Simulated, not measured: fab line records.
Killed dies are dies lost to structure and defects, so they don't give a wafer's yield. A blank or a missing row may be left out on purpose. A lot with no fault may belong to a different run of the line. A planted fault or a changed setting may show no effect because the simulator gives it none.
Chamber matching || flow sky130 || 4 sister chambers for SKY_LI_CONTACT_CMP_02 on cmp-01
The step polishes PSG. 8 wafers are shown with their chamber, then 12 later ones without.

== WAFERS, EACH WITH ITS CHAMBER ==
{"wafer": "L087.6", "chamber": 0, "motor-current-A (A)": 11.5, "time-to-endpoint-s (s)": 38}
{"wafer": "L085.3", "chamber": 2, "motor-current-A (A)": 10.5, "time-to-endpoint-s (s)": 36}
{"wafer": "L090.3", "chamber": 3, "motor-current-A (A)": 12.9, "time-to-endpoint-s (s)": 37}
{"wafer": "L090.4", "chamber": 0, "motor-current-A (A)": 11.1, "time-to-endpoint-s (s)": 37}
{"wafer": "L090.5", "chamber": 1, "motor-current-A (A)": 13.4, "time-to-endpoint-s (s)": 32}
{"wafer": "L092.3", "chamber": 3, "motor-current-A (A)": 13.5, "time-to-endpoint-s (s)": 39}
{"wafer": "L092.5", "chamber": 1, "motor-current-A (A)": 13.1, "time-to-endpoint-s (s)": 30}
{"wafer": "L092.6", "chamber": 2, "motor-current-A (A)": 10.8, "time-to-endpoint-s (s)": 37}

== WAFERS WHOSE CHAMBER IS MISSING ==
{"wafer": "L093.1", "motor-current-A (A)": 11.5, "time-to-endpoint-s (s)": 36}
{"wafer": "L093.2", "motor-current-A (A)": 10.8, "time-to-endpoint-s (s)": 37}
{"wafer": "L093.4", "motor-current-A (A)": 13.4, "time-to-endpoint-s (s)": 38}
{"wafer": "L095.2", "motor-current-A (A)": 13.3, "time-to-endpoint-s (s)": 32}
{"wafer": "L095.3", "motor-current-A (A)": 11.3, "time-to-endpoint-s (s)": 36}
{"wafer": "L095.5", "motor-current-A (A)": 11.6, "time-to-endpoint-s (s)": 34}
{"wafer": "L096.1", "motor-current-A (A)": 11.1, "time-to-endpoint-s (s)": 40}
{"wafer": "L096.2", "motor-current-A (A)": 11.5, "time-to-endpoint-s (s)": 37}
{"wafer": "L096.4", "motor-current-A (A)": 12.6, "time-to-endpoint-s (s)": 32}
{"wafer": "L097.1", "motor-current-A (A)": 11.7, "time-to-endpoint-s (s)": 39}
{"wafer": "L097.4", "motor-current-A (A)": 13.5, "time-to-endpoint-s (s)": 36}
{"wafer": "L097.5", "motor-current-A (A)": 11.5, "time-to-endpoint-s (s)": 39}

== WHICH CHAMBER EACH ONE RAN IN ==
{"wafer": "L093.1", "from the rows above": "can't be placed: 0 or 2", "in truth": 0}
{"wafer": "L093.2", "from the rows above": "can't be placed: 2 or 0", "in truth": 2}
{"wafer": "L093.4", "from the rows above": 3, "in truth": 3}
{"wafer": "L095.2", "from the rows above": 1, "in truth": 1}
{"wafer": "L095.3", "from the rows above": "can't be placed: 0 or 2", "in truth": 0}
{"wafer": "L095.5", "from the rows above": "can't be placed: 0 or 2", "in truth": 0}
{"wafer": "L096.1", "from the rows above": "can't be placed: 0 or 2", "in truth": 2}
{"wafer": "L096.2", "from the rows above": 0, "in truth": 0}
{"wafer": "L096.4", "from the rows above": 1, "in truth": 1}
{"wafer": "L097.1", "from the rows above": 0, "in truth": 0}
{"wafer": "L097.4", "from the rows above": 3, "in truth": 3}
{"wafer": "L097.5", "from the rows above": 0, "in truth": 0}
Correctly placed: 7 of 12. Cannot be placed on the basis of these rows: 5; the candidates contain the true chamber in 5. Number placed wrongly: 0.
How it was worked out, from the rows above alone: a wafer's distance from a chamber is the root of the sum, over the readings, of the square of ((its reading less the chamber's mean) divided by the reading's scatter). If the next closest chamber is less than 2 further off than the closest, the wafer can't be placed; otherwise it belongs to the closest. The mean given for a chamber averages the wafers shown for that chamber. The scatter: take each reading less its chamber's mean, square it, sum over the shown wafers, divide by the number of wafers less the number of chambers, and take the root.
